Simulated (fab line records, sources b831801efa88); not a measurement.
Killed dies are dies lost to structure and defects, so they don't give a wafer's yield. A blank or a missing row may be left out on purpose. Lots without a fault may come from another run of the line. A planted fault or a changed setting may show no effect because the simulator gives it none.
Chamber matching | flow sky130 | SKY_METAL3_ETCH_17 on rie_diel-03: 4 sister chambers
The step etches SiO2 in C4F8/O2/Ar, stops on TiN, time 3.9 s, target depth 15 nm. 4 wafers are shown with their chamber, then 7 later ones without.

WAFERS WITH THEIR CHAMBER
wafer  | chamber | oes_product_au (a.u.)
L084.6 | 2       | 0.744
L087.6 | 1       | 0.763
L086.1 | 0       | 0.749
L086.3 | 3       | 0.743

WAFERS WITHOUT THEIR CHAMBER
wafer  | oes_product_au (a.u.)
L086.5 | 0.749
L094.1 | 0.752
L094.2 | 0.746
L094.6 | 0.767
L095.1 | 0.740
L095.2 | 0.743
L095.3 | 0.742

WHICH CHAMBER EACH WENT THROUGH
wafer  | from the rows above          | in truth
L086.5 | 0                            | 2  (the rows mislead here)
L094.1 | 0                            | 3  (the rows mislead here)
L094.2 | can't be placed: 2 or 0 or 3 | 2
L094.6 | 1                            | 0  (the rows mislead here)
L095.1 | can't be placed: 3 or 2      | 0
L095.2 | can't be placed: 3 or 2      | 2
L095.3 | can't be placed: 3 or 2      | 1
Placed correctly: 0 of 7. Can't be placed from these rows: 4 (the true chamber is among the candidates in 2). Placed wrongly: 3.
How it was worked out, from the rows above alone: a wafer's distance from a chamber is the root of the sum, over the readings, of the square of ((its reading less the chamber's mean) divided by the reading's scatter). The wafer belongs to the nearest chamber; if the next one is less than 2 further off, it can't be placed. A chamber's mean is the mean of its shown wafers. The scatter: with one shown wafer a chamber, the root of the mean of the squares of how far each hidden wafer lies from its nearest shown one.
